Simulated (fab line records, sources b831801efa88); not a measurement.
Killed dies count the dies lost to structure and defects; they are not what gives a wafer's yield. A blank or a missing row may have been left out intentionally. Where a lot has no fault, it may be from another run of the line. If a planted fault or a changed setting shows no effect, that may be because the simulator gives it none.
Chamber matching / flow sky130 / 4 sister chambers for SKY_SONOS_ONO_ETCH_15 on rie_diel-01
The step etches the open film in CHF3/O2, target depth 19.52 nm, time 7.8 s. 16 wafers are shown with their chamber, then 8 later ones without.

## WAFERS, EACH WITH ITS CHAMBER
wafer=L370.1; chamber=0; oes_product_au (a.u.)=0.990; rf_fwd_power_W (W)=591.9; throttle_valve_pct (%)=8.818
wafer=L370.5; chamber=1; oes_product_au (a.u.)=0.986; rf_fwd_power_W (W)=590.1; throttle_valve_pct (%)=8.838
wafer=L370.6; chamber=2; oes_product_au (a.u.)=1.001; rf_fwd_power_W (W)=589.5; throttle_valve_pct (%)=8.822
wafer=L372.1; chamber=2; oes_product_au (a.u.)=1.003; rf_fwd_power_W (W)=589.3; throttle_valve_pct (%)=8.807
wafer=L372.4; chamber=1; oes_product_au (a.u.)=1.004; rf_fwd_power_W (W)=590.9; throttle_valve_pct (%)=8.832
wafer=L372.6; chamber=2; oes_product_au (a.u.)=1.002; rf_fwd_power_W (W)=587.6; throttle_valve_pct (%)=8.822
wafer=L374.1; chamber=3; oes_product_au (a.u.)=1.013; rf_fwd_power_W (W)=588.3; throttle_valve_pct (%)=8.836
wafer=L374.2; chamber=1; oes_product_au (a.u.)=1.000; rf_fwd_power_W (W)=589.5; throttle_valve_pct (%)=8.833
wafer=L374.3; chamber=2; oes_product_au (a.u.)=1.007; rf_fwd_power_W (W)=588.6; throttle_valve_pct (%)=8.842
wafer=L377.2; chamber=1; oes_product_au (a.u.)=0.998; rf_fwd_power_W (W)=592.5; throttle_valve_pct (%)=8.832
wafer=L377.4; chamber=0; oes_product_au (a.u.)=0.993; rf_fwd_power_W (W)=594.0; throttle_valve_pct (%)=8.824
wafer=L377.6; chamber=3; oes_product_au (a.u.)=1.020; rf_fwd_power_W (W)=589.3; throttle_valve_pct (%)=8.830
wafer=L382.1; chamber=3; oes_product_au (a.u.)=1.013; rf_fwd_power_W (W)=590.5; throttle_valve_pct (%)=8.818
wafer=L382.3; chamber=2; oes_product_au (a.u.)=0.997; rf_fwd_power_W (W)=590.4; throttle_valve_pct (%)=8.821
wafer=L382.4; chamber=1; oes_product_au (a.u.)=0.998; rf_fwd_power_W (W)=592.1; throttle_valve_pct (%)=8.816
wafer=L383.1; chamber=2; oes_product_au (a.u.)=1.005; rf_fwd_power_W (W)=592.8; throttle_valve_pct (%)=8.822

SIGNATURES (means of the wafers above)
reading=oes_product_au; chamber 0=0.99150; chamber 1=0.99720; chamber 2=1.00250; chamber 3=1.01533; scatter within a chamber=0.00481
reading=rf_fwd_power_W; chamber 0=592.950; chamber 1=591.020; chamber 2=589.700; chamber 3=589.367; scatter within a chamber=1.5
reading=throttle_valve_pct; chamber 0=8.82100; chamber 1=8.83020; chamber 2=8.82267; chamber 3=8.82800; scatter within a chamber=0.00951
Rule: a wafer's distance from a chamber is the root of the sum, over the readings, of the square of ((its reading less the chamber's mean) divided by the reading's scatter). If the next closest chamber is less than 2 further off than the closest, the wafer can't be placed; otherwise it belongs to the closest. The scatter is the square root of a quotient: the sum, over the shown wafers, of each reading's squared deviation from its chamber's mean, divided by wafers minus chambers.

## WAFERS MISSING THEIR CHAMBER
wafer=L383.3; oes_product_au (a.u.)=0.999; rf_fwd_power_W (W)=591.9; throttle_valve_pct (%)=8.842
wafer=L383.5; oes_product_au (a.u.)=1.010; rf_fwd_power_W (W)=589.7; throttle_valve_pct (%)=8.831
wafer=L391.3; oes_product_au (a.u.)=0.992; rf_fwd_power_W (W)=589.5; throttle_valve_pct (%)=8.832
wafer=L391.4; oes_product_au (a.u.)=1.002; rf_fwd_power_W (W)=588.6; throttle_valve_pct (%)=8.833
wafer=L391.6; oes_product_au (a.u.)=1.014; rf_fwd_power_W (W)=593.3; throttle_valve_pct (%)=8.827
wafer=L392.2; oes_product_au (a.u.)=1.014; rf_fwd_power_W (W)=590.4; throttle_valve_pct (%)=8.824
wafer=L392.3; oes_product_au (a.u.)=0.996; rf_fwd_power_W (W)=590.4; throttle_valve_pct (%)=8.814
wafer=L392.5; oes_product_au (a.u.)=0.986; rf_fwd_power_W (W)=591.4; throttle_valve_pct (%)=8.809

## WHICH CHAMBER EACH ONE RAN IN
wafer=L383.3; from the rows above=can't be placed: 1 or 2 or 0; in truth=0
wafer=L383.5; from the rows above=can't be placed: 3 or 2 or 1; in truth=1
wafer=L391.3; from the rows above=can't be placed: 1 or 2 or 0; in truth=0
wafer=L391.4; from the rows above=can't be placed: 2 or 1 or 3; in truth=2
wafer=L391.6; from the rows above=can't be placed: 3 or 2 or 1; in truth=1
wafer=L392.2; from the rows above=can't be placed: 3 or 2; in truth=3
wafer=L392.3; from the rows above=can't be placed: 2 or 1 or 0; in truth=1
wafer=L392.5; from the rows above=can't be placed: 0 or 1 or 2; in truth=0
Correctly placed: 0 of 8. These rows do not allow placing 8 (true chamber among the candidates in 8). Placed wrongly: 0.
